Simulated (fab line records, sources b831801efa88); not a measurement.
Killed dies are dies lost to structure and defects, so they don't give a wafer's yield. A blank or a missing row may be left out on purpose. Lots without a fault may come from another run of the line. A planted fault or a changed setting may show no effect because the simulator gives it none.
fab line records | flow sky130
record lots=11 wafers=33 last_day=50
route steps=708 shown METAL4@599 VIA4@639 PAD_OPEN@708
lots that met no fault: from a run of the same line without faults
start_h: hours from the record's first day to the start of the lot's first wafer shown | wait_h: hours since the lot's step before | " the same as in the row above | L1.1+2: a row that stands for several wafers | - no value, or no start given | * or withheld: withheld | < > ~ a bound
route shown NAME@n: a module of which the file shows steps, and the number in the route of the first | usual: mean/standard deviation of fault-free wafers | same: alike in all rows | chamber/n: place in a boat | sites: the reading at each site | _std_site: their standard deviation | _edge_site: outer sites' mean less inner sites' | radius_mm: how far each site lies from the wafer's centre | mask NAME#n: copy n | behind: the tool/chamber that last shaped the wafer | hold: why the lot was held/for how many hours/how that ended | device: the transistor (n, p or np) that didn't switch | end of line: the same wafers' tests at the end of the route | a step without rows: its recipe alone | killed: dies lost to structure and defects at the first sort, not the wafer's yield | map: a wafer's dies, x killed, . not, _ none there
set.NAME: the setting as run; set.NAME@STEP: as run at that earlier step | model.NAME: the simulator's own value behind a step, which no gauge read
steps of the route over a sample of lots; a table a step, a row a wafer
services: from which hour (start_h, from the record's first day; less than 0 if before it) a tool's chamber was out of use, for how many hours, and why
## steps
# step SKY_METAL4_SPUTTER_01
# recipe material=TiN target_thk_nm=20 power_w=6500 time_s=16.7 chamber_pressure_pa=0.4
# usual cathode_dc_power_W=6500.1/1.1 throttle_valve_pct=29.8/1.2
# columns lot.wafer tool chamber start_h wait_h cathode_dc_power_W throttle_valve_pct
L508.3 pvd_sputter-04 - 947.54 0.0 6500.4 29.4
L508.4 " - " " 6499.8 29.1
L508.6 " - " " 6502.4 28.8
L509.3 pvd_sputter-04 - 952.03 0.0 6499.7 28.7
L509.4 " - " " 6499.8 29.3
L509.6 " - " " 6500.7 28.8
L510.4 pvd_sputter-01 - 952.35 0.0 6500.1 29.8
L510.5 " - " " 6502.1 27.6
L510.6 " - " " 6500.2 29.9
L512.2 pvd_sputter-01 - 972.58 0.0 6499.5 30.0
L512.4 " - " " 6501.4 31.7
L512.6 " - " " 6498.9 29.8
L517.1 pvd_sputter-04 - 1007.61 0.0 6500.3 29.2
L517.3 " - " " 6500.2 31.1
L517.5 " - " " 6501.0 28.8
L519.2 pvd_sputter-01 - 1014.61 0.0 6500.6 31.8
L519.4 " - " " 6500.5 31.7
L519.6 " - " " 6499.0 27.8
L520.1 pvd_sputter-04 - 1022.21 0.0 6498.7 29.5
L520.2 " - " " 6499.8 28.6
L520.4 " - " " 6499.9 31.2
L525.1 pvd_sputter-01 - 1051.40 0.0 6499.5 30.8
L525.4 " - " " 6501.0 31.7
L525.6 " - " " 6499.8 31.2
L527.1 pvd_sputter-04 - 1066.84 0.0 6499.5 29.2
L527.4 " - " " 6498.9 29.0
L527.6 " - " " 6500.9 29.2
L529.2 pvd_sputter-03 - 1083.72 0.0 6496.8 30.1
L529.5 " - " " 6502.3 28.7
L529.6 " - " " 6497.3 29.8
L530.2 pvd_sputter-04 - 1084.32 0.0 6498.6 28.9
L530.3 " - " " 6500.4 28.9
L530.5 " - " " 6501.2 29.1
# step SKY_METAL4_OVL_MEAS_14
# usual METAL4_OVL=0/5.3
# columns lot.wafer tool chamber start_h wait_h METAL4_OVL[nm]
L508.3 overlay-02 - 995.31 0.1 -1
L508.4 " - " " -3
L508.6 " - " " 6
L509.3 overlay-02 - 1000.06 0.1 6
L509.4 " - " " 9
L509.6 " - " " 1
L510.4 overlay-01 - 1000.88 0.1 -2
L510.5 " - " " 1
L510.6 " - " " -7
L512.2 overlay-02 - 1019.81 0.1 -2
L512.4 " - " " -2
L512.6 " - " " -7
L517.1 overlay-01 - 1053.96 0.1 5
L517.3 " - " " 2
L517.5 " - " " -2
L519.2 overlay-02 - 1059.27 0.1 -4
L519.4 " - " " 3
L519.6 " - " " 0
L520.1 overlay-02 - 1067.20 0.1 1
L520.2 " - " " 1
L520.4 " - " " -4
L525.1 overlay-02 - 1094.78 0.1 -3
L525.4 " - " " -1
L525.6 " - " " -4
L527.1 overlay-02 - 1108.95 0.1 -8
L527.4 " - " " 11
L527.6 " - " " 5
L529.2 overlay-01 - 1124.78 0.1 -8
L529.5 " - " " -1
L529.6 " - " " -2
L530.2 overlay-02 - 1125.97 0.1 6
L530.3 " - " " -8
L530.5 " - " " 0
# step SKY_VIA4_HDPCVD_00
# recipe material=SiO2 target_thk_nm=1750 sigma_open_frac=0.3 time_s=291.7 temp_c=400 sih4_flow_sccm=60 pressure_mtorr=6
# usual susceptor_temp_C=400.06/0.21
# columns lot.wafer tool chamber start_h wait_h susceptor_temp_C
L508.3 hdpcvd-02 1 996.26 0.0 400.20
L508.4 " 0 " " 399.94
L508.6 " 1 " " 400.14
L509.3 hdpcvd-02 0 1001.01 0.0 399.67
L509.4 " 2 " " 400.41
L509.6 " 1 " " 400.03
L510.4 hdpcvd-02 0 1001.90 0.1 399.81
L510.5 " 2 " " 399.98
L510.6 " 1 " " 400.16
L512.2 hdpcvd-02 0 1020.97 0.0 399.73
L512.4 " 1 " " 400.35
L512.6 " 2 " " 399.87
L517.1 hdpcvd-01 1 1054.98 0.0 400.33
L517.3 " 0 " " 400.28
L517.5 " 0 " " 400.29
L519.2 hdpcvd-02 1 1060.32 0.0 399.78
L519.4 " 0 " " 399.68
L519.6 " 1 " " 400.21
L520.1 hdpcvd-02 2 1068.22 0.0 400.32
L520.2 " 0 " " 400.13
L520.4 " 0 " " 399.75
L525.1 hdpcvd-01 2 1095.73 0.0 400.31
L525.4 " 0 " " 400.13
L525.6 " 1 " " 400.35
L527.1 hdpcvd-01 1 1110.04 0.0 399.84
L527.4 " 0 " " 399.89
L527.6 " 1 " " 400.30
L529.2 hdpcvd-02 2 1125.73 0.0 399.80
L529.5 " 0 " " 399.90
L529.6 " 1 " " 400.07
L530.2 hdpcvd-02 2 1126.92 0.0 399.95
L530.3 " 1 " " 400.31
L530.5 " 1 " " 400.04
# step SKY_VIA4_THK_MEAS_01
# recipe reads=SiO2_of_VIA4_HDPCVD_00
# usual VIA4_HDPCVD_THK=1749/22
# columns lot.wafer tool chamber start_h wait_h hold VIA4_HDPCVD_THK[nm]
L508.3 film_metro-01 - 996.46 0.1 - 1769
L508.4 " - " " - 1782
L508.6 " - " " - 1785
L509.3 film_metro-03 - 1001.21 0.1 - 1741
L509.4 " - " " - 1722
L509.6 " - " " - 1732
L510.4 film_metro-03 - 1002.02 0.0 - 1743
L510.5 " - " " - 1741
L510.6 " - " " - 1722
L512.2 film_metro-04 - 1021.15 0.1 - 1789
L512.4 " - " " - 1737
L512.6 " - " " - 1752
L517.1 film_metro-01 - 1055.19 0.1 - 1747
L517.3 " - " " - 1787
L517.5 " - " " - 1800
L519.2 film_metro-03 - 1060.51 0.1 await_dispo/0.2h/release 2291
L519.4 " - " " await_dispo/0.2h/release 2295
L519.6 " - " " await_dispo/0.2h/release 2308
L519.2 film_metro-03 - 1060.74 0.2 - 2289
L519.4 " - " " - 2296
L519.6 " - " " - 2307
L520.1 film_metro-01 - 1068.40 0.1 await_dispo/0.2h/release 2307
L520.2 " - " " await_dispo/0.2h/release 2282
L520.4 " - " " await_dispo/0.2h/release 2258
L520.1 film_metro-01 - 1068.63 0.2 - 2308
L520.2 " - " " - 2284
L520.4 " - " " - 2258
L525.1 film_metro-03 - 1095.91 0.1 - 1760
L525.4 " - " " - 1788
L525.6 " - " " - 1759
L527.1 film_metro-04 - 1110.22 0.1 - 1783
L527.4 " - " " - 1799
L527.6 " - " " - 1749
L529.2 film_metro-03 - 1125.92 0.1 - 1728
L529.5 " - " " - 1729
L529.6 " - " " - 1706
L530.2 film_metro-04 - 1127.11 0.1 - 1702
L530.3 " - " " - 1705
L530.5 " - " " - 1706
# step SKY_VIA4_ETCH_12
# recipe target=SiO2 chemistry=C4F8/O2/Ar stop_on=TiN mask_material=NOVOLAK source_w=1500 bias_w=1200 pressure_mtorr=40 c4f8_flow_sccm=withheld O2_flow_sccm=6 Ar_flow_sccm=300 time_s=withheld target_depth_a=5800
# usual oes_product_au=0.925/0.0047
# columns lot.wafer tool chamber start_h wait_h oes_product_au
L508.3 rie_diel-02 2 1019.83 0.0 0.925
L508.4 " 1 " " 0.928
L508.6 " 2 " " 0.924
L509.3 rie_diel-01 1 1023.54 0.0 0.925
L509.4 " 2 " " 0.923
L509.6 " 2 " " 0.928
L510.4 rie_diel-04 0 1025.03 0.0 0.918
L510.5 " 2 " " 0.924
L510.6 " 1 " " 0.934
L512.2 rie_diel-01 1 1043.52 0.0 0.925
L512.4 " 3 " " 0.916
L512.6 " 3 " " 0.922
L517.1 rie_diel-01 0 1076.62 0.0 0.927
L517.3 " 1 " " 0.929
L517.5 " 3 " " 0.922
L519.2 rie_diel-02 2 1082.49 0.0 0.922
L519.4 " 0 " " 0.931
L519.6 " 0 " " 0.922
L520.1 rie_diel-01 3 1090.32 0.0 0.913
L520.2 " 2 " " 0.915
L520.4 " 0 " " 0.922
L525.1 rie_diel-02 2 1116.07 0.0 0.927
L525.4 " 3 " " 0.921
L525.6 " 1 " " 0.929
L527.1 rie_diel-02 3 1130.68 0.0 0.920
L527.4 " 0 " " 0.923
L527.6 " 2 " " 0.913
L529.2 rie_diel-01 1 1145.33 0.0 0.925
L529.5 " 3 " " 0.918
L529.6 " 0 " " 0.934
L530.2 rie_diel-01 0 1146.23 0.0 0.920
L530.3 " 3 " " 0.915
L530.5 " 0 " " 0.928
# step SKY_PAD_OPEN_PROBE_99
# usual defect_limited_yield=82.5/1.8 killed_at_M0_to_M3=43/6.6 killed_at_M4_up=2.9/1.8 killed_at_contacts=25/5.3 killed_at_front_end=15/4.1 killed_at_other=0.3/0.6 killed_dies=86/8.8 killed_open=47/6.7 killed_short=39/6.2 sort_bin_3_pad_short=0.9/0.44 sort_bin_5_function=10.3/1.6 sort_bin_6_memory=6.3/1 sort_n_pass=406/8.8 sort_yield_pct=82.5/1.8
# same gross_dies=492 killed_at_back_side=0 sort_bin_4_leakage[%]=0 sort_bin_8_speed[%]=0
# columns lot.wafer tool chamber start_h wait_h defect_limited_yield[%] killed_at_M0_to_M3 killed_at_M4_up killed_at_contacts killed_at_front_end killed_at_other killed_dies killed_open killed_short sort_bin_3_pad_short[%] sort_bin_5_function[%] sort_bin_6_memory[%] sort_n_pass sort_yield_pct[%]
L508.3 prober-02 - 1089.16 0.2 82.1 47 2 23 16 0 88 44 44 0.4 11.0 6.5 404 82.1
L508.4 prober-02 - 1089.21 0.2 80.7 53 1 27 14 0 95 51 44 1.2 10.6 7.5 397 80.7
L508.6 prober-02 - 1089.31 0.2 84.8 37 2 21 15 0 75 36 39 0.8 9.8 4.7 417 84.8
L509.3 prober-01 - 1092.40 0.2 81.5 41 1 31 17 1 91 45 46 1.2 11.8 5.5 401 81.5
L509.4 prober-01 - 1092.45 0.2 84.6 41 1 18 16 0 76 38 38 0.8 8.7 5.9 416 84.6
L509.6 prober-01 - 1092.55 0.2 83.5 50 3 13 14 1 81 39 42 1.4 8.3 6.7 411 83.5
L510.4 prober-02 - 1094.95 0.2 84.3 30 2 27 17 1 77 36 40 0.6 10.0 5.1 415 84.3
L510.5 prober-02 - 1095.00 0.2 82.7 44 3 19 18 1 85 43 42 2.0 10.4 4.9 407 82.7
L510.6 prober-02 - 1095.05 0.2 83.7 33 4 28 14 1 80 47 33 0.6 11.0 4.7 412 83.7
L512.2 prober-02 - 1113.17 0.1 81.3 45 1 26 19 1 92 54 38 1.4 11.0 6.3 400 81.3
L512.4 prober-02 - 1113.27 0.2 82.7 43 6 23 12 1 85 49 36 0.8 10.6 5.9 407 82.7
L512.6 prober-02 - 1113.37 0.2 81.7 45 5 25 15 0 90 50 40 0.8 11.4 6.1 402 81.7
L517.1 prober-02 - 1141.26 0.1 84.8 43 2 17 13 0 75 39 36 0.4 10.6 4.3 417 84.8
L517.3 prober-02 - 1141.36 0.2 81.5 38 6 29 18 0 91 49 42 1.4 10.0 7.1 401 81.5
L517.5 prober-02 - 1141.46 0.2 81.9 54 0 26 9 0 89 48 41 0 11.4 6.7 403 81.9
L519.2 prober-02 - 1146.67 0.1 79.7 38 1 41 20 0 100 58 42 0.8 14.0 5.5 392 79.7
L519.4 prober-02 - 1146.77 0.2 78.0 53 3 29 22 1 108 50 57 0.2 14.2 7.5 384 78.0
L519.6 prober-02 - 1146.87 0.2 80.1 54 3 16 24 1 98 49 48 0.6 11.6 7.7 394 80.1
L520.1 prober-01 - 1154.46 0.1 82.3 42 5 28 12 0 87 50 37 0.8 8.5 8.3 405 82.3
L520.2 prober-01 - 1154.51 0.1 85.0 36 5 19 14 0 74 43 30 0.4 10.0 4.7 418 85.0
L520.4 prober-01 - 1154.61 0.2 79.7 49 6 25 16 4 100 46 52 1.0 12.2 7.1 392 79.7
L525.1 prober-02 - 1176.70 0.1 81.5 43 2 24 22 0 91 46 43 1.0 10.8 6.7 401 81.5
L525.4 prober-02 - 1176.85 0.2 81.7 36 4 29 21 0 90 44 46 1.2 10.6 6.5 402 81.7
L525.6 prober-02 - 1176.95 0.2 81.3 42 2 29 19 0 92 54 38 0.8 10.4 7.5 400 81.3
L527.1 prober-02 - 1187.28 0.1 82.1 38 2 33 14 1 88 46 42 2.2 8.5 7.1 404 82.1
L527.4 prober-02 - 1187.43 0.2 84.1 36 3 23 16 0 78 39 39 0.6 10.0 5.3 414 84.1
L527.6 prober-02 - 1187.53 0.2 82.3 41 5 26 15 0 87 45 41 0.6 10.8 6.3 405 82.3
L529.2 prober-02 - 1200.68 0.1 83.3 43 3 26 10 0 82 45 37 0.8 9.6 6.3 410 83.3
L529.5 prober-02 - 1200.83 0.2 82.1 44 3 27 14 0 88 43 45 1.4 8.9 7.5 404 82.1
L529.6 prober-02 - 1200.88 0.2 82.5 44 1 22 19 0 86 49 37 0.6 11.4 5.5 406 82.5
L530.2 prober-01 - 1201.20 0.1 82.3 44 3 21 19 0 87 49 38 0.6 11.2 5.9 405 82.3
L530.3 prober-01 - 1201.25 0.2 83.3 47 1 21 13 0 82 54 27 1.2 10.6 4.9 410 83.3
L530.5 prober-01 - 1201.35 0.2 84.6 33 2 27 14 0 76 42 34 0.8 7.5 7.1 416 84.6
# killed by level:class
L508.3 VIA2:geometric_particle:open=13 CONTACT:geometric_particle:open=7 CONTACT:geometric_particle:short=7 METAL1:geometric_particle:short=6 VIA3:geometric_particle:open=6 VIA1:geometric_particle:open=5 METAL3:geometric_particle:short=5 FIELD_ISO:geometric_particle:short=4
L508.4 VIA3:geometric_particle:open=12 LI_CONTACT:geometric_particle:open=9 VIA1:geometric_particle:open=9 VIA1:geometric_particle:short=7 METAL2:geometric_particle:short=6 CONTACT:geometric_particle:short=6 VIA2:geometric_particle:open=6 LOCAL_INTERCONNECT:geometric_particle:short=4
L508.6 CONTACT:geometric_particle:open=7 VIA2:geometric_particle:open=6 LI_CONTACT:geometric_particle:open=5 METAL2:geometric_particle:short=5 METAL1:geometric_particle:short=5 POLY_GATE:geometric_particle:open=4 VIA3:geometric_particle:open=4 CONTACT:geometric_particle:short=4
L509.3 LI_CONTACT:geometric_particle:open=10 VIA1:geometric_particle:open=8 METAL1:geometric_particle:short=8 CONTACT:geometric_particle:short=7 LI_CONTACT:geometric_particle:short=5 CONTACT:geometric_particle:open=5 METAL2:geometric_particle:short=5 VIA2:geometric_particle:open=5
L509.4 CONTACT:geometric_particle:open=9 VIA3:geometric_particle:open=7 VIA2:geometric_particle:open=6 METAL2:geometric_particle:short=5 POLY_GATE:geometric_particle:open=4 LI_CONTACT:geometric_particle:short=4 METAL1:geometric_particle:short=4 VIA1:geometric_particle:short=4
L509.6 VIA1:geometric_particle:open=10 VIA2:geometric_particle:open=8 VIA2:geometric_particle:short=8 METAL2:geometric_particle:short=5 VIA3:geometric_particle:open=5 LOCAL_INTERCONNECT:geometric_particle:short=4 CONTACT:geometric_particle:open=4 METAL1:geometric_particle:short=4
L510.4 CONTACT:geometric_particle:open=12 VIA1:geometric_particle:open=7 FIELD_ISO:geometric_particle:short=6 POLY_GATE:geometric_particle:short=6 LI_CONTACT:geometric_particle:open=6 CONTACT:geometric_particle:short=4 VIA1:geometric_particle:short=4 METAL2:geometric_particle:short=4
L510.5 VIA1:geometric_particle:open=10 FIELD_ISO:geometric_particle:short=6 CONTACT:geometric_particle:open=6 VIA2:geometric_particle:open=6 LOCAL_INTERCONNECT:geometric_particle:short=5 VIA3:geometric_particle:open=4 POLY_GATE:geometric_particle:short=4 LI_CONTACT:geometric_particle:open=4
L510.6 LI_CONTACT:geometric_particle:open=12 CONTACT:geometric_particle:open=9 METAL2:geometric_particle:short=6 VIA2:geometric_particle:open=5 VIA3:geometric_particle:short=5 POLY_GATE:geometric_particle:open=4 METAL1:geometric_particle:open=4 FIELD_ISO:geometric_particle:short=3
L512.2 VIA1:geometric_particle:open=12 VIA2:geometric_particle:open=11 CONTACT:geometric_particle:open=8 CONTACT:geometric_particle:short=7 FIELD_ISO:geometric_particle:open=6 LI_CONTACT:geometric_particle:open=5 VIA3:geometric_particle:open=5 VIA1:geometric_particle:short=4
L512.4 VIA1:geometric_particle:open=15 CONTACT:geometric_particle:open=13 METAL1:geometric_particle:short=6 VIA3:geometric_particle:open=6 VIA2:geometric_particle:open=5 METAL2:geometric_particle:short=4 METAL3:geometric_particle:short=4 METAL4:geometric_particle:short=4
L512.6 VIA1:geometric_particle:open=14 CONTACT:geometric_particle:open=8 LI_CONTACT:geometric_particle:open=7 METAL1:geometric_particle:short=6 VIA1:geometric_particle:short=6 LOCAL_INTERCONNECT:geometric_particle:short=5 FIELD_ISO:geometric_particle:short=4 POLY_GATE:geometric_particle:open=4
L517.1 VIA3:geometric_particle:open=11 VIA1:geometric_particle:open=7 LOCAL_INTERCONNECT:geometric_particle:short=6 VIA2:geometric_particle:open=5 VIA3:geometric_particle:short=5 FIELD_ISO:geometric_particle:short=4 LI_CONTACT:geometric_particle:open=4 CONTACT:geometric_particle:open=4
L517.3 CONTACT:geometric_particle:open=12 LI_CONTACT:geometric_particle:open=7 FIELD_ISO:geometric_particle:open=6 CONTACT:geometric_particle:short=6 VIA2:geometric_particle:open=6 METAL1:geometric_particle:short=6 VIA1:geometric_particle:short=6 POLY_GATE:geometric_particle:open=5
L517.5 VIA1:geometric_particle:open=16 CONTACT:geometric_particle:short=8 CONTACT:geometric_particle:open=8 VIA2:geometric_particle:open=7 METAL1:geometric_particle:short=6 VIA3:geometric_particle:open=6 LI_CONTACT:geometric_particle:open=5 METAL2:geometric_particle:short=5
L519.2 LI_CONTACT:geometric_particle:open=17 VIA1:geometric_particle:open=8 CONTACT:geometric_particle:open=8 VIA2:geometric_particle:open=7 FIELD_ISO:geometric_particle:short=6 CONTACT:geometric_particle:short=6 VIA2:geometric_particle:short=6 VIA3:geometric_particle:open=5
L519.4 VIA1:geometric_particle:open=13 METAL1:geometric_particle:short=12 CONTACT:geometric_particle:open=10 CONTACT:geometric_particle:short=7 METAL2:geometric_particle:short=7 POLY_GATE:geometric_particle:short=6 POLY_GATE:geometric_particle:open=6 FIELD_ISO:geometric_particle:open=5
L519.6 VIA1:geometric_particle:open=13 METAL1:geometric_particle:short=10 METAL2:geometric_particle:short=9 CONTACT:geometric_particle:open=8 VIA2:geometric_particle:open=8 POLY_GATE:geometric_particle:short=7 FIELD_ISO:geometric_particle:short=4 VIA3:geometric_particle:open=4
L520.1 LI_CONTACT:geometric_particle:open=13 CONTACT:geometric_particle:open=9 VIA1:geometric_particle:open=7 VIA2:geometric_particle:open=6 METAL1:geometric_particle:short=6 METAL2:geometric_particle:short=6 VIA3:geometric_particle:open=5 POLY_GATE:geometric_particle:open=4
L520.2 CONTACT:geometric_particle:open=6 VIA1:geometric_particle:open=6 VIA3:geometric_particle:open=6 LI_CONTACT:geometric_particle:open=5 VIA2:geometric_particle:open=5 POLY_GATE:geometric_particle:short=4 METAL2:geometric_particle:open=4 CONTACT:geometric_particle:short=4
L520.4 VIA2:geometric_particle:open=10 LI_CONTACT:geometric_particle:open=8 CONTACT:geometric_particle:open=8 METAL1:geometric_particle:short=8 FIELD_ISO:geometric_particle:short=7 VIA3:geometric_particle:open=6 METAL2:geometric_particle:short=5 CONTACT:geometric_particle:short=5
L525.1 VIA1:geometric_particle:open=10 POLY_GATE:geometric_particle:open=6 LI_CONTACT:geometric_particle:open=6 VIA3:geometric_particle:open=6 CONTACT:geometric_particle:short=5 CONTACT:geometric_particle:open=5 VIA2:geometric_particle:open=5 METAL1:geometric_particle:short=5
L525.4 LI_CONTACT:geometric_particle:open=10 VIA1:geometric_particle:open=8 FIELD_ISO:geometric_particle:short=7 CONTACT:geometric_particle:open=7 VIA1:geometric_particle:short=7 FIELD_ISO:geometric_particle:open=6 LI_CONTACT:geometric_particle:short=5 METAL2:geometric_particle:short=5
L525.6 CONTACT:geometric_particle:open=12 LI_CONTACT:geometric_particle:open=10 VIA2:geometric_particle:open=10 METAL1:geometric_particle:short=8 VIA1:geometric_particle:open=8 CONTACT:geometric_particle:short=6 FIELD_ISO:geometric_particle:short=5 POLY_GATE:geometric_particle:open=5
L527.1 CONTACT:geometric_particle:open=16 VIA1:geometric_particle:open=9 METAL2:geometric_particle:short=7 LI_CONTACT:geometric_particle:open=7 METAL1:geometric_particle:short=5 POLY_GATE:geometric_particle:short=4 LOCAL_INTERCONNECT:geometric_particle:short=4 VIA2:geometric_particle:short=4
L527.4 CONTACT:geometric_particle:open=7 VIA2:geometric_particle:open=6 VIA1:geometric_particle:open=6 VIA2:geometric_particle:short=5 LI_CONTACT:geometric_particle:open=5 VIA1:geometric_particle:short=5 LI_CONTACT:geometric_particle:short=4 VIA3:geometric_particle:open=4
L527.6 VIA1:geometric_particle:open=11 LI_CONTACT:geometric_particle:open=8 VIA2:geometric_particle:open=6 CONTACT:geometric_particle:open=6 FIELD_ISO:geometric_particle:short=5 LI_CONTACT:geometric_particle:short=5 CONTACT:geometric_particle:short=5 METAL1:geometric_particle:short=5
L529.2 VIA2:geometric_particle:open=9 CONTACT:geometric_particle:open=7 VIA3:geometric_particle:open=7 VIA1:geometric_particle:open=6 VIA1:geometric_particle:short=6 LI_CONTACT:geometric_particle:open=5 CONTACT:geometric_particle:short=5 FIELD_ISO:geometric_particle:open=4
L529.5 CONTACT:geometric_particle:open=12 VIA1:geometric_particle:open=12 FIELD_ISO:geometric_particle:short=6 METAL1:geometric_particle:short=6 POLY_GATE:geometric_particle:short=4 LI_CONTACT:geometric_particle:short=4 VIA2:geometric_particle:open=4 METAL2:geometric_particle:short=4
L529.6 CONTACT:geometric_particle:open=12 VIA1:geometric_particle:open=11 POLY_GATE:geometric_particle:open=6 LI_CONTACT:geometric_particle:open=6 METAL1:geometric_particle:short=6 VIA2:geometric_particle:open=6 METAL2:geometric_particle:short=6 FIELD_ISO:geometric_particle:short=4
L530.2 METAL2:geometric_particle:short=10 CONTACT:geometric_particle:open=7 METAL1:geometric_particle:short=7 VIA2:geometric_particle:open=7 FIELD_ISO:geometric_particle:open=6 VIA1:geometric_particle:open=6 POLY_GATE:geometric_particle:open=4 LI_CONTACT:geometric_particle:open=4
L530.3 VIA1:geometric_particle:open=21 VIA2:geometric_particle:open=8 LI_CONTACT:geometric_particle:open=7 VIA3:geometric_particle:short=6 FIELD_ISO:geometric_particle:open=5 POLY_GATE:geometric_particle:short=5 CONTACT:geometric_particle:short=5 CONTACT:geometric_particle:open=4
L530.5 CONTACT:geometric_particle:open=12 VIA1:geometric_particle:open=9 METAL1:geometric_particle:short=7 VIA2:geometric_particle:open=5 POLY_GATE:geometric_particle:short=4 LI_CONTACT:geometric_particle:open=4 LOCAL_INTERCONNECT:geometric_particle:short=4 CONTACT:geometric_particle:short=4
## services
# columns tool chamber start_h hours kind
rie_diel-02 3 924.14 17.2 repair
pvd_sputter-01 - 925.37 2.8 repair
hdpcvd-01 - 948.06 1.6 repair
hdpcvd-02 - 950.25 15.0 pm
rie_diel-04 1 952.84 4.3 repair
rie_diel-02 1 959.73 44.3 repair
rie_diel-02 - 960.61 0.4 repair
rie_diel-02 - 966.72 0.3 repair
pvd_sputter-01 - 978.30 0.6 repair
pvd_sputter-01 - 995.90 0.6 repair
pvd_sputter-04 - 1008.71 3.7 repair
hdpcvd-01 - 1012.40 14.6 pm
rie_diel-02 3 1022.15 41.1 repair
hdpcvd-01 0 1029.24 18.5 repair
pvd_sputter-04 - 1033.20 4.8 repair
hdpcvd-01 - 1047.78 3.1 repair
rie_diel-02 1 1058.58 5.4 repair
rie_diel-01 1 1073.28 1.2 repair
pvd_sputter-01 - 1082.31 2.5 repair
hdpcvd-02 - 1085.79 1.3 repair
pvd_sputter-01 - 1108.10 0.7 repair
rie_diel-01 2 1121.69 27.5 repair
rie_diel-01 3 1124.03 6.2 repair
hdpcvd-01 - 1132.12 0.4 repair
## key
first_sign step=SKY_VIA4_THK_MEAS_01 reading=visit direction=added
effect step=SKY_VIA4_THK_MEAS_01 reading=VIA4_HDPCVD_THK direction=up sigmas=24 usual=1749 struck=2290
met_at SKY_VIA4_HDPCVD_00
struck_lots L519,L520
not_acting_at SKY_METAL4_SPUTTER_01,SKY_METAL4_OVL_MEAS_14,SKY_VIA4_ETCH_12
onset_between 1020.97 1060.32
fault kind=process_parameter_drift tool=hdpcvd-02 chamber=- onset_h=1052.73 steps=SKY_VIA4_HDPCVD_00 channel=target_thk_nm offset=541.17 shape=step end_h=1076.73 acts_in=these_recipes_only stated=1750
